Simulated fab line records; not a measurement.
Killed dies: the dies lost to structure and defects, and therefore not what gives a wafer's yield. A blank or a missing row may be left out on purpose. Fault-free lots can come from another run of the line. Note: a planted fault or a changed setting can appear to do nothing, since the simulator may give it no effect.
A struck lot beside a sound one + flow sky130 + 43 out of 708 route steps
Sound: wafers L532.1, L532.5, L532.6. Struck: wafers L527.1, L527.5 (left out: L527.3, a lot-mate that was not struck); the cause follows at the end.
Order at every step that has rows: each side's tool, ch and its chambers, its first start. Under that, the readings that differ: sound wafers + struck wafers + difference of the means + sigmas: that difference in standard deviations of wafers without a fault.
alike: readings whose means differ by less than 2 such deviations, and words and numbers that are the same on both sides. not compared: withheld readings, readings that some wafer has no value for, bounds like >300 that may hide the same value, and numbers for which the record gives no deviation and whose values overlap.
A row with sigmas, a row that says differs or no value, or rows on one side alone: a step with any of these is where the two part. Numbers that have no deviation but don't overlap get no sigmas and don't part them. A reading that every wafer of one side lacks parts them only if that side has two wafers or more.

first, 8 steps without rows for these wafers: SKY_DNWELL_DEHYDRATE_00 (time 60 s); SKY_DNWELL_HMDS_01 (prime time 60 s); SKY_DNWELL_COAT_02 (resist thk 3000 nm); SKY_DNWELL_SOFTBAKE_03; SKY_DNWELL_EXPOSE_04 (exposes mask DNM, target cd 3000 nm); SKY_DNWELL_PEB_05; SKY_DNWELL_DEVELOP_06 (develop time 60 s); SKY_DNWELL_IMPLANT_07.
SKY_DNWELL_STRIP_08: strips in O2/N2.
  sound on plasma_asher-01 ch 0,1, day 8 00:52; struck on plasma_asher-03 ch 0,1, day 6 19:28
| reading                      | sound             | struck      | difference | sigmas |
|------------------------------|-------------------|-------------|------------|--------|
| strip_time_to_endpoint_s (s) | 36.75 36.64 36.72 | 37.01 36.92 | +0.26      | +2     |
  alike: drypump_motor_current_A, oes_product_au
  not compared: rf_hours_counter_h
SKY_DNWELL_TW_MEAS_09:
  sound on film_metro-03, day 8 00:58; struck on film_metro-01, day 6 19:34
  alike: DNWELL_TW
then, 2 steps without rows for these wafers: SKY_PWDE_DEHYDRATE_00 (time 60 s); SKY_PWDE_HMDS_01 (prime time 60 s).
SKY_PWDE_COAT_02: resist thk 3000 nm.
  sound on litho_track-04 ch 0, day 8 11:05; struck on litho_track-02 ch 0, day 7 04:41
| reading                                | sound          | struck      | difference | sigmas |
|----------------------------------------|----------------|-------------|------------|--------|
| model.coat_of_PWDE_COAT_02.thk_nm (nm) | 2989 2991 3002 | 301.4 301.5 | -2692.6    |        |
  alike: dispense_pressure_kPa, exhaust_pa
then, 3 steps without rows for these wafers: SKY_PWDE_SOFTBAKE_03; SKY_PWDE_EXPOSE_04 (exposes mask PWDEM, target cd 840 nm); SKY_PWDE_PEB_05.
SKY_PWDE_DEVELOP_06: develop time 60 s.
  sound on litho_track-02 ch 0; struck on litho_track-04 ch 0
| reading                                | sound          | struck      | difference | sigmas |
|----------------------------------------|----------------|-------------|------------|--------|
| exhaust_pa (Pa)                        | 43.5 43.5 43.5 | 45.5 45.8   | +2.1       | +2     |
| model.coat_of_PWDE_COAT_02.thk_nm (nm) | 2985 2987 2998 | 297.1 297.2 | -2692.8    |        |
  alike: developer_temp_C
SKY_PWDE_OVL_MEAS_07:
  sound on overlay-01, day 8 21:56; struck on overlay-02, day 7 15:14
  alike: PWDE_OVL
next, for these wafers, 1 step has no rows: SKY_PWDE_IMPLANT_08.
SKY_PWDE_STRIP_09: strips in O2/N2.
  sound on plasma_asher-04 ch 0,1, day 8 22:08; struck on plasma_asher-02 ch 0,1, day 7 15:25
| reading                      | sound             | struck      | difference | sigmas      |
|------------------------------|-------------------|-------------|------------|-------------|
| oes_product_au (a.u.)        | 0.717 0.720 0.725 | 0.423 0.420 | -0.299     | -68         |
| strip_time_to_endpoint_s (s) | 36.78 36.79 36.95 | 4.38 4.37   | -32.47     | -99 or more |
  alike: drypump_motor_current_A
  not compared: rf_hours_counter_h
SKY_PWDE_TW_MEAS_10:
  sound on film_metro-03, day 8 22:14; struck on film_metro-03, day 7 15:31
  alike: PWDE_TW
then, 7 steps without rows for these wafers: SKY_NWELL_DEHYDRATE_03 (time 60 s); SKY_NWELL_HMDS_04 (prime time 60 s); SKY_NWELL_COAT_05 (resist thk 3000 nm); SKY_NWELL_SOFTBAKE_06; SKY_NWELL_EXPOSE_07 (exposes mask NWM, target cd 840 nm); SKY_NWELL_PEB_08; SKY_NWELL_DEVELOP_09 (develop time 60 s).
SKY_NWELL_OVL_MEAS_10:
  sound on overlay-01, day 9 20:13; struck on overlay-01, day 8 11:19
  alike: NWELL_00_OVL
then, 3 steps without rows for these wafers: SKY_NWELL_IMPLANT_11; SKY_NWELL_IMPLANT_12; SKY_NWELL_IMPLANT_13.
SKY_NWELL_STRIP_14: strips in O2/N2.
  sound on plasma_asher-03 ch 0,1, day 9 20:43; struck on plasma_asher-04 ch 1, day 8 11:49
  alike: drypump_motor_current_A, oes_product_au, strip_time_to_endpoint_s
  not compared: rf_hours_counter_h
SKY_NWELL_TW_MEAS_15:
  sound on film_metro-03, day 9 20:49; struck on film_metro-02, day 8 11:55
  alike: NWELL_TW
then, 7 steps without rows for these wafers: SKY_NWELL_DEHYDRATE_16 (time 60 s); SKY_NWELL_HMDS_17 (prime time 60 s); SKY_NWELL_COAT_18 (resist thk 3000 nm); SKY_NWELL_SOFTBAKE_19; SKY_NWELL_EXPOSE_20 (exposes mask NWM COMPLEMENT, target cd 840 nm); SKY_NWELL_PEB_21; SKY_NWELL_DEVELOP_22 (develop time 60 s).
SKY_NWELL_OVL_MEAS_23:
  sound on overlay-02, day 10 19:01; struck on overlay-02, day 9 09:49
  alike: NWELL_01_OVL
SKY_NWELL_TW_MEAS_26:
  sound on film_metro-02, day 10 19:19; struck on film_metro-02, day 9 10:06
| reading    | sound       | struck  | difference | sigmas |
|------------|-------------|---------|------------|--------|
| NWELL_2_TW | 488 487 486 | 539 539 | +52        | +11    |

WHERE THEY PART
Earliest at SKY_DNWELL_STRIP_08; latest, in this record, at SKY_NWELL_TW_MEAS_26.

WHY: what had been put in by the simulator
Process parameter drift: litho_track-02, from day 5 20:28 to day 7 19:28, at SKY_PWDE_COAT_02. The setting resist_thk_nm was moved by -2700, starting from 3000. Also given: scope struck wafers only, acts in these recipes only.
